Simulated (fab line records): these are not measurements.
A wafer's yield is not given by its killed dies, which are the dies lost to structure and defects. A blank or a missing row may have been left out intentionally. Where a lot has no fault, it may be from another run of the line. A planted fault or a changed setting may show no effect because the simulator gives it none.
fab line records | flow sky130
record: lots: 5 wafers: 15 last_day: 50
route steps=708 shown LDD_HVN@270 LDD_HVP@278 PAD_OPEN@708
lots untouched by any fault: they come from a run of this same line in which no faults occurred
start_h: the number of hours between the record's first day and the start of the first shown wafer of the lot | wait_h: hours since the lot's step before | " identical to the entry in the row above | L1.1+2: a single row standing in for several wafers | - no value present, or no start provided | * or withheld: withheld | < > ~ a bound
route shown NAME@n: names a module that has steps shown in the file, with the first one's number in the route | usual: average and standard deviation across the fault-free wafers | same: alike in all rows | chamber/n: place in a boat | sites: per-site readings | _std_site: the values' standard deviation | _edge_site: inner sites' mean taken away from outer sites' mean | radius_mm: how far each site lies from the wafer's centre | mask NAME#n: copy n | behind: the tool/chamber that last shaped the wafer | hold: what put the lot on hold/how long, in hours/how the hold closed | device: the n, p or np transistor that did not switch | end of line: the route-end tests of the same wafers | a step without rows: its recipe alone | killed: dies that structure and defects cost at the first sort, which is not the same as the wafer's yield | map: dies across one wafer; x = killed, . = not, _ = none there
set.NAME: the run value of the setting; set.NAME@STEP: its run value at that earlier step | model.NAME: the simulator's own value behind a step, which no gauge read
certain route steps with their lots: each step a table, each wafer a row
services: from which hour (start_h, from the record's first day; less than 0 if before it) a tool's chamber was out of use, for how many hours, and why
== steps ==
step: SKY_LDD_HVN_SOFTBAKE_03
recipe: temp_c: 90 time_s: 60 resist: NOVOLAK
step: SKY_LDD_HVN_EXPOSE_04
recipe: mask_id: HVNTM na: 0.6 source_shape: conventional sigma_outer: 0.6 polarization: unpolarized target_cd_nm: 700 dose_mj: 127
step: SKY_LDD_HVN_PEB_05
recipe: temp_c: withheld time_s: * resist: NOVOLAK
step: SKY_LDD_HVN_DEVELOP_06
recipe: resist: NOVOLAK developer: TMAH develop_time_s: 60 dev_temp_c: 23
step: SKY_LDD_HVN_OVL_MEAS_07
usual: LDD_HVN_OVL: -0.8/1.3
columns lot.wafer tool chamber start_h wait_h LDD_HVN_OVL[nm]
L258.3 overlay-02 - 478.79 0.1 -1.7
L258.5 " - " " -2.1
L258.6 " - " " -2.8
L261.1 overlay-01 - 506.19 0.1 1.9
L261.4 " - " " 1.8
L261.6 " - " " -0.2
L266.1 overlay-01 - 556.94 0.1 -1.6
L266.3 " - " " -2.0
L266.6 " - " " -0.2
L277.1 overlay-02 - 640.93 0.1 -1.2
L277.2 " - " " -0.8
L277.4 " - " " -0.9
L279.3 overlay-01 - 653.58 0.1 2.0
L279.4 " - " " 2.6
L279.5 " - " " 1.1
step: SKY_LDD_HVN_IMPLANT_08
recipe: species: P energy_kev: 60 dose_cm2: 3e+13 tilt_deg: 40
step: SKY_LDD_HVN_STRIP_09
recipe: chemistry: O2/N2 power_w: 1400 pressure_mtorr: 1500 platen_temp_c: withheld o2_flow_sccm: 3000 n2_flow_sccm: 300 overash_fraction: 0.5
usual: chamber_pressure_mTorr: 1500.0/1.3 drypump_motor_current_A: 5.6/0.62 oes_product_au: 0.409/0.004 strip_time_to_endpoint_s: 4.142/0.018
columns lot.wafer tool chamber start_h wait_h chamber_pressure_mTorr drypump_motor_current_A oes_product_au rf_hours_counter_h strip_time_to_endpoint_s
L258.3 plasma_asher-04 0 479.15 0.2 1500.7 5.5 0.415 - 4.126
L258.5 " 1 " " 1499.3 5.8 0.409 - 4.142
L258.6 " 0 " " 1498.5 5.5 0.409 - 4.109
L261.1 plasma_asher-02 0 506.37 0.1 1498.4 6.4 0.409 81 4.129
L261.4 " 1 " " 1499.4 4.9 0.412 - 4.136
L261.6 " 1 " " 1502.3 4.8 0.408 - 4.144
L266.1 plasma_asher-02 1 557.12 0.1 1500.6 4.9 0.417 87 4.136
L266.3 " 0 " " 1499.2 6.4 0.413 - 4.127
L266.6 " 1 " " 1499.1 4.9 0.409 - 4.134
L277.1 plasma_asher-04 1 641.17 0.1 1499.9 5.8 0.402 50 4.146
L277.2 " 0 " " 1501.4 5.6 0.411 50 4.141
L277.4 " 0 " " 1501.8 5.6 0.407 - 4.138
L279.3 plasma_asher-04 0 653.78 0.1 1501.8 5.5 0.407 - 4.166
L279.4 " 1 " " 1498.9 5.8 0.412 - 4.175
L279.5 " 0 " " 1500.3 5.6 0.404 - 4.167
step: SKY_LDD_HVN_TW_MEAS_10
usual: LDD_HVN_TW: 1432/7
columns lot.wafer tool chamber start_h wait_h LDD_HVN_TW
L258.3 film_metro-01 - 479.23 0.1 1414
L258.5 " - " " 1424
L258.6 " - " " 1415
L261.1 film_metro-03 - 506.47 0.1 1442
L261.4 " - " " 1431
L261.6 " - " " 1426
L266.1 film_metro-04 - 557.22 0.1 1439
L266.3 " - " " 1438
L266.6 " - " " 1440
L277.1 film_metro-04 - 641.27 0.1 1440
L277.2 " - " " 1433
L277.4 " - " " 1439
L279.3 film_metro-04 - 653.87 0.1 1431
L279.4 " - " " 1431
L279.5 " - " " 1434
step: SKY_LDD_HVP_DEHYDRATE_00
recipe: temp_c: 200 time_s: 60
step: SKY_LDD_HVP_HMDS_01
recipe: prime_time_s: 60 prime_temp_c: 120
step: SKY_LDD_HVP_COAT_02
recipe: resist: NOVOLAK spin_rpm: 3000 resist_thk_nm: 300
step: SKY_LDD_HVP_SOFTBAKE_03
recipe: temp_c: 90 time_s: 60 resist: NOVOLAK
step: SKY_LDD_HVP_EXPOSE_04
recipe: mask_id: HVPTM na: 0.6 source_shape: conventional sigma_outer: 0.6 polarization: unpolarized target_cd_nm: 700 dose_mj: 86
columns lot.wafer tool chamber start_h wait_h mask
L258.3+5+6 iline_stepper-01 0 494.63 - HVPTM#0
L261.1+4+6 iline_stepper-02 0 521.16 - HVPTM#0
L266.1+3+6 iline_stepper-02 0 572.69 - HVPTM#0
L277.1+2+4 iline_stepper-01 0 655.54 - HVPTM_R1#0
L279.3+4+5 iline_stepper-01 0 668.58 - HVPTM#0
step: SKY_LDD_HVP_PEB_05
recipe: temp_c: withheld time_s: * resist: NOVOLAK
step: SKY_PAD_OPEN_PROBE_99
usual: killed_at_M0_to_M3: 43/6.8 killed_at_M4_up: 3.2/1.8 killed_at_contacts: 24/5.2 killed_at_front_end: 15/4.2 killed_at_other: 0.4/0.62 killed_dies: 85/8.7 killed_open: 46/6.7 killed_short: 39/5.9
same: gross_dies: 492 killed_at_back_side: 0
columns lot.wafer tool chamber start_h wait_h killed_at_M0_to_M3 killed_at_M4_up killed_at_contacts killed_at_front_end killed_at_other killed_dies killed_open killed_short
L258.3 prober-01 - 1082.37 0.2 41 1 31 15 0 88 50 38
L258.5 prober-01 - 1082.47 0.2 46 3 17 21 0 87 48 39
L258.6 prober-01 - 1082.52 0.2 33 2 20 10 0 65 34 30
L261.1 prober-02 - 1102.41 0.1 33 3 25 21 0 82 48 34
L261.4 prober-02 - 1102.56 0.2 42 2 18 18 0 80 43 35
L261.6 prober-02 - 1102.66 0.2 45 3 23 14 1 86 41 45
L266.1 prober-02 - 1139.61 0.1 33 9 30 14 0 86 51 34
L266.3 prober-02 - 1139.71 0.2 39 5 29 18 1 92 53 37
L266.6 prober-02 - 1139.86 0.2 51 2 23 15 0 91 57 34
L277.1 prober-01 - 1187.36 0.1 35 3 21 17 0 76 44 32
L277.2 prober-01 - 1187.41 0.1 46 4 23 9 0 82 45 37
L277.4 prober-01 - 1187.51 0.2 56 3 23 14 0 96 46 49
L279.3 prober-01 - 1191.26 0.2 45 1 20 17 1 84 51 32
L279.4 prober-01 - 1191.31 0.2 48 5 18 10 0 81 47 34
L279.5 prober-01 - 1191.36 0.2 27 1 19 17 1 65 37 27
killed by level:class
L258.3 CONTACT:geometric_particle:open=16 VIA1:geometric_particle:open=7 METAL1:geometric_particle:short=6 METAL2:geometric_particle:short=6 VIA3:geometric_particle:open=6 POLY_GATE:geometric_particle:short=5 POLY_GATE:geometric_particle:open=5 VIA2:geometric_particle:open=5
L258.5 VIA3:geometric_particle:open=11 VIA2:geometric_particle:open=9 CONTACT:geometric_particle:open=9 FIELD_ISO:geometric_particle:short=7 VIA1:geometric_particle:short=7 VIA1:geometric_particle:open=6 POLY_GATE:geometric_particle:short=5 METAL1:geometric_particle:short=4
L258.6 VIA1:geometric_particle:open=8 METAL1:geometric_particle:short=6 FIELD_ISO:geometric_particle:open=5 CONTACT:geometric_particle:open=5 VIA3:geometric_particle:open=5 LI_CONTACT:geometric_particle:open=4 LOCAL_INTERCONNECT:geometric_particle:short=4 METAL2:geometric_particle:short=4
L261.1 VIA1:geometric_particle:open=10 POLY_GATE:geometric_particle:open=8 CONTACT:geometric_particle:open=8 LI_CONTACT:geometric_particle:open=6 VIA3:geometric_particle:open=6 FIELD_ISO:geometric_particle:short=5 METAL2:geometric_particle:short=5 METAL1:geometric_particle:short=4
L261.4 VIA1:geometric_particle:open=10 METAL1:geometric_particle:short=9 POLY_GATE:geometric_particle:short=7 LI_CONTACT:geometric_particle:open=7 POLY_GATE:geometric_particle:open=6 CONTACT:geometric_particle:open=6 VIA2:geometric_particle:open=5 VIA3:geometric_particle:open=5
L261.6 CONTACT:geometric_particle:open=8 METAL2:geometric_particle:short=8 METAL1:geometric_particle:short=7 LI_CONTACT:geometric_particle:open=7 VIA1:geometric_particle:open=6 VIA1:geometric_particle:short=6 FIELD_ISO:geometric_particle:short=5 VIA2:geometric_particle:open=5
L266.1 CONTACT:geometric_particle:open=14 VIA1:geometric_particle:open=11 CONTACT:geometric_particle:short=6 VIA1:geometric_particle:short=5 METAL4:geometric_particle:short=5 FIELD_ISO:geometric_particle:open=4 POLY_GATE:geometric_particle:open=4 LI_CONTACT:geometric_particle:open=4
L266.3 CONTACT:geometric_particle:open=13 VIA1:geometric_particle:open=8 VIA2:geometric_particle:open=8 VIA3:geometric_particle:open=7 LOCAL_INTERCONNECT:geometric_particle:short=5 POLY_GATE:geometric_particle:open=4 POLY_GATE:geometric_particle:short=4 LI_CONTACT:geometric_particle:open=4
L266.6 VIA3:geometric_particle:open=10 CONTACT:geometric_particle:open=9 VIA1:geometric_particle:open=9 LI_CONTACT:geometric_particle:open=7 FIELD_ISO:geometric_particle:open=6 METAL1:geometric_particle:short=6 VIA1:geometric_particle:short=6 VIA2:geometric_particle:open=6
L277.1 LI_CONTACT:geometric_particle:open=7 VIA1:geometric_particle:open=7 CONTACT:geometric_particle:open=6 FIELD_ISO:geometric_particle:short=5 POLY_GATE:geometric_particle:open=4 METAL1:geometric_particle:short=4 METAL2:geometric_particle:short=4 VIA2:geometric_particle:short=4
L277.2 VIA3:geometric_particle:open=12 VIA1:geometric_particle:open=10 METAL2:geometric_particle:short=7 LOCAL_INTERCONNECT:geometric_particle:short=6 FIELD_ISO:geometric_particle:short=5 LI_CONTACT:geometric_particle:open=5 CONTACT:geometric_particle:open=5 VIA1:geometric_particle:short=5
L277.4 VIA1:geometric_particle:open=11 VIA1:geometric_particle:short=8 LI_CONTACT:geometric_particle:open=7 VIA3:geometric_particle:short=7 CONTACT:geometric_particle:open=6 VIA2:geometric_particle:open=6 METAL2:geometric_particle:short=6 VIA3:geometric_particle:open=6
L279.3 CONTACT:geometric_particle:open=12 VIA3:geometric_particle:open=10 VIA2:geometric_particle:open=7 VIA1:geometric_particle:open=7 FIELD_ISO:geometric_particle:short=5 FIELD_ISO:geometric_particle:open=4 LI_CONTACT:geometric_particle:open=4 VIA2:geometric_particle:short=4
L279.4 VIA3:geometric_particle:open=10 VIA1:geometric_particle:open=9 VIA2:geometric_particle:open=9 CONTACT:geometric_particle:open=8 LI_CONTACT:geometric_particle:open=6 FIELD_ISO:geometric_particle:short=5 METAL4:geometric_particle:short=5 VIA1:geometric_particle:short=4
L279.5 LI_CONTACT:geometric_particle:open=10 VIA2:geometric_particle:open=6 CONTACT:geometric_particle:short=4 VIA1:geometric_particle:open=4 VIA3:geometric_particle:open=4 FIELD_ISO:geometric_particle:short=3 POLY_GATE:geometric_particle:short=3 SPACER:geometric_particle:open=3
== services ==
columns tool chamber start_h hours kind
iline_stepper-02 - 495.01 1.7 pm
iline_stepper-02 0 498.69 - calibration
plasma_asher-04 - 509.19 14.6 pm
iline_stepper-01 - 516.00 1.7 pm
iline_stepper-01 - 551.24 4.4 pm
plasma_asher-04 - 555.10 6.4 repair
plasma_asher-04 - 555.39 1.1 repair
iline_stepper-02 - 584.72 8.6 repair
iline_stepper-02 - 608.57 4.4 pm
iline_stepper-01 0 622.37 - calibration
plasma_asher-04 - 643.86 1.8 repair
== key ==
first_sign: step: SKY_LDD_HVP_EXPOSE_04 reading: mask direction: changed
effect none on later readings
met_at SKY_LDD_HVP_EXPOSE_04
struck_wafers L277.1,L277.2,L277.4
tester_left_out L277
onset_between 494.63 655.54
fault: kind: wrong_mask tool: any chamber: - onset_h: 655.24 steps: SKY_LDD_HVP_EXPOSE_04 aux_copy: HVPTM_R1#0 cd_offset_nm: 49 scope: struck_lots_only
tester_left_out: of these lots the tester's yield and bins aren't shown, on N5 and GAA mostly nor the transistor test; their killed dies are dies lost to structure and defects alone, not to doping, threshold or leakage, so they don't give the yield
